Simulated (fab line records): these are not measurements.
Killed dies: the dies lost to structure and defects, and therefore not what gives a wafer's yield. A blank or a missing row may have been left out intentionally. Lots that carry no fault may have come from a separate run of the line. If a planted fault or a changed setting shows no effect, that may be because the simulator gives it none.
fab line records	flow sky130
record: lots: 6	wafers: 18	lastDay: 50
route steps=708 shown VIA1@462 PAD_OPEN@708
lots with no fault: from the same line, run without faults
startH: start of the lot's first displayed wafer, in hours after the record's first day	waitH: time in hours since the lot's previous step	" as in the row above	L1.1+2: several wafers, shown together as one row	- value missing, or start not given	* or withheld: withheld	< > ~ a bound
route shown NAME@n: a module of which the file shows steps, and the number in the route of the first	usual: mean and standard deviation over wafers with no fault	same: alike in all rows	chamber/n: place in a boat	sites: readings site by site	_std_site: standard deviation of those values	_edge_site: inner sites' mean taken away from outer sites' mean	radiusMm: for every site, how far away it sits from the centre of the wafer	mask NAME#n: copy n	behind: the tool/chamber that last shaped the wafer	hold: why the lot was held/for how many hours/how that ended	device: whichever transistor did not switch (one of n, p or np)	end of line: at the end of the route, the tests of the same wafers	step lacking rows: just its recipe	killed: dies lost to structure and defects at the first sort, not the wafer's yield	map: shows each die of a wafer: x if killed, . if not, _ if none is there
set.NAME: the setting as run; set.NAME@STEP: as run at that earlier step	model.NAME: the simulator's own value behind a step, which no gauge read
certain route steps with their lots: each step a table, each wafer a row
services: when a tool's chamber went out of use (startH, in hours from the record's first day, below 0 if earlier), for how many hours, and the reason
== steps ==
step: SKY_VIA1_DEHYDRATE_04
recipe: tempC: 200	timeS: 60
step: SKY_VIA1_HMDS_05
recipe: primeTimeS: 60	primeTempC: 120
step: SKY_VIA1_COAT_06
recipe: resist: BARC	tempC: withheld	timeS: withheld	spinRpm: 3000	resistThkNm: 60
step: SKY_VIA1_COAT_07
recipe: resist: KrF-thick	spinRpm: 3000	resistThkNm: 450
step: SKY_VIA1_SOFTBAKE_08
recipe: tempC: 100	timeS: 90	resist: KrF-thick
step: SKY_VIA1_EXPOSE_09
recipe: maskId: VIM	na: 0.8	sourceShape: annular	sigmaInner: 0.55	sigmaOuter: 0.85	targetCdNm: 150	doseMj: 38
step: SKY_VIA1_PEB_10
recipe: pebTempC: withheld	pebTimeS: withheld	resist: KrF-thick
step: SKY_VIA1_DEVELOP_11
recipe: developTimeS: 60	resist: KrF-thick	devTempC: 21
step: SKY_VIA1_CD_MEAS_12
recipe: targetCdNm: 150
usual: cdNm: 149.9/1.5
lot.wafer	tool	chamber	startH	waitH	cdNm
L774.1	cdSem-02	-	863.55	-	147.8
L774.2	"	-	"	"	149.5
L774.3	"	-	"	"	150.0
L779.1	cdSem-02	-	900.95	-	147.8
L779.2	"	-	"	"	148.0
L779.4	"	-	"	"	148.9
L782.3	cdSem-01	-	918.39	-	151.0
L782.4	"	-	"	"	148.6
L782.5	"	-	"	"	149.8
L783.2	cdSem-01	-	922.25	-	152.2
L783.3	"	-	"	"	151.7
L783.4	"	-	"	"	151.3
L784.1	cdSem-01	-	925.45	-	147.6
L784.3	"	-	"	"	147.4
L784.5	"	-	"	"	148.2
L789.3	cdSem-02	-	960.36	-	152.7
L789.5	"	-	"	"	151.8
L789.6	"	-	"	"	152.2
step: SKY_VIA1_OVL_MEAS_13
usual: VIA1_OVL: 5/5.2
lot.wafer	tool	chamber	startH	waitH	VIA1_OVL[nm]
L774.1	overlay-02	-	863.67	0.1	6
L774.2	"	-	"	"	5
L774.3	"	-	"	"	4
L779.1	overlay-02	-	901.07	0.1	3
L779.2	"	-	"	"	8
L779.4	"	-	"	"	6
L782.3	overlay-02	-	918.48	0.1	2
L782.4	"	-	"	"	4
L782.5	"	-	"	"	2
L783.2	overlay-01	-	922.36	0.1	10
L783.3	"	-	"	"	12
L783.4	"	-	"	"	8
L784.1	overlay-02	-	925.57	0.1	7
L784.3	"	-	"	"	-1
L784.5	"	-	"	"	7
L789.3	overlay-02	-	960.45	0.1	3
L789.5	"	-	"	"	-1
L789.6	"	-	"	"	1
step: SKY_VIA1_ETCH_14
recipe: chemistry: N2/H2	target: BARC	ionEnergyEv: 200	sourceW: 500	biasW: 100	pressureMtorr: 30	n2FlowSccm: 100	h2FlowSccm: 200	stopOn: SiO2	timeS: 45.9	targetDepthA: 600
usual: drypumpMotorCurrentA: 5.9/0.46	n2FlowSccm: 100.03/0.3	oesProductAu: 0.855/0.0048	throttleValvePct: 13.225/0.0084
lot.wafer	tool	chamber	startH	waitH	drypumpMotorCurrentA	n2FlowSccm	oesProductAu	rfHoursCounterH	throttleValvePct
L774.1	rieDiel-04	0	863.71	0.0	5.6	100.12	0.852	7	13.228
L774.2	"	1	"	"	5.5	99.84	0.861	17	13.240
L774.3	"	3	"	"	6.7	100.13	0.845	17	13.240
L779.1	rieDiel-01	3	901.11	0.0	6.2	99.81	0.859	13	13.224
L779.2	"	2	"	"	4.7	100.40	0.855	5	13.230
L779.4	"	3	"	"	6.2	100.28	0.855	-	13.228
L782.3	rieDiel-02	2	918.51	0.0	6.0	100.31	0.850	10	13.219
L782.4	"	1	"	"	6.3	100.14	0.857	12	13.230
L782.5	"	2	"	"	6.0	99.88	0.855	-	13.216
L783.2	rieDiel-02	2	922.39	0.0	6.0	99.92	0.859	10	13.209
L783.3	"	1	"	"	6.3	100.50	0.862	12	13.234
L783.4	"	0	"	"	5.9	100.21	0.851	7	13.220
L784.1	rieDiel-04	2	925.61	0.0	5.6	99.96	0.853	11	13.234
L784.3	"	0	"	"	5.6	99.95	0.852	9	13.217
L784.5	"	1	"	"	5.5	100.19	0.846	-	13.221
L789.3	rieDiel-01	3	960.47	0.0	6.2	99.55	0.856	15	13.217
L789.5	"	3	"	"	6.2	100.17	0.860	-	13.220
L789.6	"	0	"	"	5.8	99.79	0.850	-	13.224
step: SKY_VIA1_ETCH_15
recipe: target: SiO2	chemistry: C4F8/O2/Ar	targetDepthNm: 351	stopOn: TiN	maskMaterial: KrF-thick	sourceW: 1500	biasW: 1200	pressureMtorr: 40	c4f8FlowSccm: withheld	O2_flow_sccm: 6	Ar_flow_sccm: 300	timeS: 54
usual: oesProductAu: 0.979/0.0066
lot.wafer	tool	chamber	startH	waitH	oesProductAu	rfHoursCounterH
L774.1	rieDiel-04	0	863.75	0.0	0.977	7
L774.2	"	1	"	"	0.994	17
L774.3	"	3	"	"	0.974	17
L779.1	rieDiel-01	3	901.17	0.0	0.979	13
L779.2	"	2	"	"	0.985	5
L779.4	"	3	"	"	0.979	-
L782.3	rieDiel-02	2	918.55	0.0	0.969	10
L782.4	"	1	"	"	0.978	12
L782.5	"	2	"	"	0.981	-
L783.2	rieDiel-02	2	922.43	0.0	0.982	10
L783.3	"	1	"	"	0.974	12
L783.4	"	0	"	"	0.974	7
L784.1	rieDiel-04	2	925.65	0.0	0.973	11
L784.3	"	0	"	"	0.982	9
L784.5	"	1	"	"	0.985	-
L789.3	rieDiel-01	3	960.51	0.0	0.979	15
L789.5	"	3	"	"	0.981	-
L789.6	"	0	"	"	0.966	-
step: SKY_VIA1_STRIP_16
recipe: chemistry: O2/N2	powerW: 1400	pressureMtorr: 1500	platenTempC: withheld	o2FlowSccm: 3000	n2FlowSccm: 300	overashFraction: 0.5
usual: chamberPressureMTorr: 1500.0/1.3	drypumpMotorCurrentA: 5.44/0.27	n2FlowSccm: 299.8/0.86	oesProductAu: 0.416/0.0045	stripTimeToEndpointS: 4.464/0.024
lot.wafer	tool	chamber	startH	waitH	chamberPressureMTorr	drypumpMotorCurrentA	n2FlowSccm	oesProductAu	rfHoursCounterH	stripTimeToEndpointS	model.KrF-thick_of_VIA1_COAT_07.thkNm
L774.1	plasmaAsher-04	0	863.80	0.0	1499.8	5.55	299.5	0.411	73	4.434	0
L774.2	"	1	"	"	1497.1	5.32	300.3	0.416	73	4.437	0
L774.3	"	0	"	"	1498.6	5.55	301.4	0.419	-	4.483	0
L779.1	plasmaAsher-03	0	901.24	0.0	1499.8	5.21	299.2	0.420	46	4.481	0
L779.2	"	1	"	"	1500.5	5.24	299.9	0.418	46	4.453	0
L779.4	"	1	"	"	1500.6	5.24	300.1	0.408	-	4.484	0
L782.3	plasmaAsher-03	1	918.63	0.1	-	-	-	-	-	-	324.8
L782.4	"	0	"	"	-	-	-	-	-	-	325
L782.5	"	0	"	"	-	-	-	-	-	-	325
L783.2	plasmaAsher-03	0	922.48	0.0	-	-	-	-	-	-	324.6
L783.3	"	0	"	"	-	-	-	-	-	-	324.2
L783.4	"	1	"	"	-	-	-	-	-	-	324.1
L784.1	plasmaAsher-02	1	925.69	0.0	1499.2	5.79	299.1	0.408	110	4.446	0
L784.3	"	1	"	"	1499.7	5.73	300.1	0.418	-	4.461	0
L784.5	"	0	"	"	1499.4	6.12	299.6	0.410	-	4.433	0
L789.3	plasmaAsher-04	1	960.59	0.1	1498.2	5.34	299.9	0.425	-	4.477	0
L789.5	"	0	"	"	1499.3	5.51	301.1	0.420	-	4.483	0
L789.6	"	1	"	"	1498.8	5.34	301.4	0.422	-	4.465	0
step: SKY_VIA1_STRIP_17
recipe: chemistry: postEtchResidueRemover	timeS: 1200	tempC: 72.5
step: SKY_PAD_OPEN_PROBE_99
usual: defectLimitedYield: 82.5/1.9	killed_at_M0_to_M3: 43/7.2	killed_at_M4_up: 3.1/1.8	killedAtContacts: 24/5.4	killedAtFrontEnd: 15/4.4	killedAtOther: 0.4/0.56	killedDies: 86/9.3	killedOnRim: 17/3.6	killedOpen: 47/6.9	killedShort: 39/6.6	sort_bin_3_pad_short: 0.9/0.43	sort_bin_5_function: 10.4/1.5	sort_bin_6_memory: 6.2/1.1	sortNPass: 406/9.3	sortYieldPct: 82.5/1.9
same: grossDies: 492	killedAtBackSide: 0	sort_bin_4_leakage[%]: 0	sort_bin_8_speed[%]: 0
lot.wafer	tool	chamber	startH	waitH	defectLimitedYield[%]	killed_at_M0_to_M3	killed_at_M4_up	killedAtContacts	killedAtFrontEnd	killedAtOther	killedDies	killedOnRim	killedOpen	killedShort	sort_bin_3_pad_short[%]	sort_bin_5_function[%]	sort_bin_6_memory[%]	sortNPass	sortYieldPct[%]
L774.1	prober-01	-	1132.66	0.1	82.1	48	2	23	14	1	88	16	46	42	1.8	11.4	4.7	404	82.1
L774.2	prober-01	-	1132.71	0.1	82.7	40	3	31	10	1	85	17	46	38	0.6	9.6	7.1	407	82.7
L774.3	prober-01	-	1132.76	0.2	81.3	53	3	18	18	0	92	16	55	36	0.4	10.8	7.5	400	81.3
L782.3	prober-01	-	1178.25	0.2	0	463	3	14	12	0	492	96	38	44	0.2	94.1	5.7	0	0
L782.4	prober-01	-	1178.30	0.2	0	438	3	29	22	0	492	96	56	47	0.8	90.9	8.3	0	0
L782.5	prober-01	-	1178.35	0.2	0	452	1	19	19	1	492	96	44	26	0.4	95.1	4.5	0	0
L783.2	prober-02	-	1179.70	0.1	0	447	1	29	14	1	492	96	48	42	0.6	94.1	5.3	0	0
L783.3	prober-02	-	1179.75	0.2	0	454	5	18	15	0	492	96	44	34	0.4	94.3	5.3	0	0
L783.4	prober-02	-	1179.80	0.2	0	451	6	19	16	0	492	96	51	40	0.2	91.3	8.5	0	0
L789.3	prober-02	-	1201.26	0.2	83.7	40	3	19	17	1	80	12	39	41	1.6	8.5	6.1	412	83.7
L789.5	prober-02	-	1201.36	0.2	84.1	35	4	24	14	1	78	13	31	47	1.4	9.3	5.1	414	84.1
L789.6	prober-02	-	1201.41	0.2	78.0	63	3	27	14	1	108	21	56	52	1.2	12.8	7.9	384	78.0
killed by level:class
L774.1 VIA1:geometricParticle:open=10 CONTACT:geometricParticle:open=8 VIA1:geometricParticle:short=8 METAL1:geometricParticle:short=7 LI_CONTACT:geometricParticle:open=6 VIA3:geometricParticle:open=6 FIELD_ISO:geometricParticle:open=4 FIELD_ISO:geometricParticle:short=4
L774.2 CONTACT:geometricParticle:open=10 LI_CONTACT:geometricParticle:open=8 METAL1:geometricParticle:short=7 VIA1:geometricParticle:open=6 LOCAL_INTERCONNECT:geometricParticle:short=6 VIA1:geometricParticle:short=6 FIELD_ISO:geometricParticle:open=5 VIA2:geometricParticle:open=5
L774.3 VIA2:geometricParticle:open=14 VIA1:geometricParticle:open=10 METAL2:geometricParticle:short=9 VIA3:geometricParticle:open=7 LI_CONTACT:geometricParticle:open=6 POLY_GATE:geometricParticle:short=5 CONTACT:geometricParticle:open=5 FIELD_ISO:geometricParticle:open=3
L782.3 VIA1:areaSputter=410 VIA1:geometricParticle:short=12 VIA1:geometricParticle:open=9 METAL2:geometricParticle:short=6 METAL3:geometricParticle:short=5 FIELD_ISO:geometricParticle:short=5 VIA3:geometricParticle:open=5 CONTACT:geometricParticle:open=5
L782.4 VIA1:areaSputter=389 VIA1:geometricParticle:open=15 CONTACT:geometricParticle:open=12 VIA2:geometricParticle:open=8 METAL2:geometricParticle:short=7 VIA3:geometricParticle:open=7 FIELD_ISO:geometricParticle:short=6 CONTACT:geometricParticle:short=6
L782.5 VIA1:areaSputter=421 VIA1:geometricParticle:open=12 POLY_GATE:geometricParticle:short=8 VIA2:geometricParticle:open=6 CONTACT:geometricParticle:open=6 CONTACT:geometricParticle:short=5 LI_CONTACT:geometricParticle:open=4 POLY_GATE:geometricParticle:open=3
L783.2 VIA1:areaSputter=401 LI_CONTACT:geometricParticle:open=9 CONTACT:geometricParticle:open=9 VIA1:geometricParticle:open=9 METAL1:geometricParticle:short=8 VIA2:geometricParticle:open=7 CONTACT:geometricParticle:short=7 FIELD_ISO:geometricParticle:short=5
L783.3 VIA1:areaSputter=414 CONTACT:geometricParticle:open=9 VIA1:geometricParticle:open=8 METAL2:geometricParticle:short=8 VIA2:geometricParticle:open=6 LI_CONTACT:geometricParticle:open=5 POLY_GATE:geometricParticle:short=4 FIELD_ISO:geometricParticle:open=4
L783.4 VIA1:areaSputter=401 VIA1:geometricParticle:open=12 CONTACT:geometricParticle:open=10 VIA2:geometricParticle:open=9 VIA1:geometricParticle:short=7 METAL2:geometricParticle:short=7 VIA2:geometricParticle:short=6 METAL1:geometricParticle:short=6
L789.3 VIA1:geometricParticle:open=6 METAL2:geometricParticle:short=6 VIA3:geometricParticle:open=6 CONTACT:geometricParticle:short=5 CONTACT:geometricParticle:open=5 METAL1:geometricParticle:short=5 POLY_GATE:geometricParticle:short=4 POLY_CUT:geometricParticle:open=4
L789.5 LI_CONTACT:geometricParticle:open=9 METAL1:geometricParticle:short=8 VIA1:geometricParticle:open=7 CONTACT:geometricParticle:short=6 VIA3:geometricParticle:short=6 CONTACT:geometricParticle:open=5 VIA1:geometricParticle:short=5 POLY_GATE:geometricParticle:short=4
L789.6 VIA1:geometricParticle:open=11 METAL2:geometricParticle:short=10 VIA3:geometricParticle:open=9 LI_CONTACT:geometricParticle:open=8 VIA2:geometricParticle:open=8 VIA1:geometricParticle:short=8 CONTACT:geometricParticle:open=6 FIELD_ISO:geometricParticle:open=5
map L782.3 (x killed, . not)
__________xxxxxxxxxx_________
________xxxxxxxxxxxxxx_______
______xxxxxxxxxxxxxxxxxx_____
_____xxxxxxxxxxxxxxxxxxxx____
____xxxxxxxxxxxxxxxxxxxxxx___
___xxxxxxxxxxxxxxxxxxxxxxxx__
__xxxxxxxxxxxxxxxxxxxxxxxxxx_
_xxxxxxxxxxxxxxxxxxxxxxxxxxxx
_xxxxxxxxxxxxxxxxxxxxxxxxxxxx
_xxxxxxxxxxxxxxxxxxxxxxxxxxxx
_xxxxxxxxxxxxxxxxxxxxxxxxxxxx
_xxxxxxxxxxxxxxxxxxxxxxxxxxxx
_xxxxxxxxxxxxxxxxxxxxxxxxxxxx
_xxxxxxxxxxxxxxxxxxxxxxxxxxxx
_xxxxxxxxxxxxxxxxxxxxxxxxxxxx
__xxxxxxxxxxxxxxxxxxxxxxxxxx_
___xxxxxxxxxxxxxxxxxxxxxxxx__
____xxxxxxxxxxxxxxxxxxxxxx___
_____xxxxxxxxxxxxxxxxxxxx____
______xxxxxxxxxxxxxxxxxx_____
________xxxxxxxxxxxxxx_______
__________xxxxxxxxxx_________
map L783.2 (x killed, . not)
__________xxxxxxxxxx_________
________xxxxxxxxxxxxxx_______
______xxxxxxxxxxxxxxxxxx_____
_____xxxxxxxxxxxxxxxxxxxx____
____xxxxxxxxxxxxxxxxxxxxxx___
___xxxxxxxxxxxxxxxxxxxxxxxx__
__xxxxxxxxxxxxxxxxxxxxxxxxxx_
_xxxxxxxxxxxxxxxxxxxxxxxxxxxx
_xxxxxxxxxxxxxxxxxxxxxxxxxxxx
_xxxxxxxxxxxxxxxxxxxxxxxxxxxx
_xxxxxxxxxxxxxxxxxxxxxxxxxxxx
_xxxxxxxxxxxxxxxxxxxxxxxxxxxx
_xxxxxxxxxxxxxxxxxxxxxxxxxxxx
_xxxxxxxxxxxxxxxxxxxxxxxxxxxx
_xxxxxxxxxxxxxxxxxxxxxxxxxxxx
__xxxxxxxxxxxxxxxxxxxxxxxxxx_
___xxxxxxxxxxxxxxxxxxxxxxxx__
____xxxxxxxxxxxxxxxxxxxxxx___
_____xxxxxxxxxxxxxxxxxxxx____
______xxxxxxxxxxxxxxxxxx_____
________xxxxxxxxxxxxxx_______
__________xxxxxxxxxx_________
== services ==
tool	chamber	startH	hours	kind
rieDiel-02	1	845.17	14.1	repair
rieDiel-01	1	850.19	4.8	repair
rieDiel-01	2	890.52	9.0	repair
rieDiel-04	0	892.37	4.4	repair
rieDiel-01	1	894.87	16.2	repair
rieDiel-04	-	895.45	1.3	repair
rieDiel-01	0	897.70	4.7	repair
plasmaAsher-02	-	898.63	15.6	pm
rieDiel-02	3	902.15	10.7	repair
plasmaAsher-02	-	949.01	1.6	repair
rieDiel-04	2	956.14	1.6	repair
== key ==
firstSign: step: SKY_VIA1_STRIP_16	reading: toolRecord	direction: missing
effect: step: SKY_PAD_OPEN_PROBE_99	reading: killed_at_M0_to_M3	direction: up	sigmas: 57	usual: 43	struck: 451
modelEffect: step: SKY_VIA1_STRIP_16	value: KrF-thick_of_VIA1_COAT_07.thkNm	without: 0	struck: 324.6
moreKillsBornAt: SKY_VIA1_SPUTTER_20@pvdSputter-03: 2436
metAt SKY_VIA1_STRIP_16
struckWafers L782.3,L782.4,L782.5,L783.2,L783.3,L783.4
laterRowsLeftOut L782.3,L782.4,L782.5,L783.2,L783.3,L783.4
onsetBetween 901.24 918.63
fault: kind: skippedStepWhole	tool: plasmaAsher-03	chamber: -	onsetH: 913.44	steps: SKY_VIA1_STRIP_16	scope: struckLotsOnly
laterRowsLeftOut: the simulator's readings of these wafers behind a module that went badly wrong aren't trusted and aren't shown, but for the sort
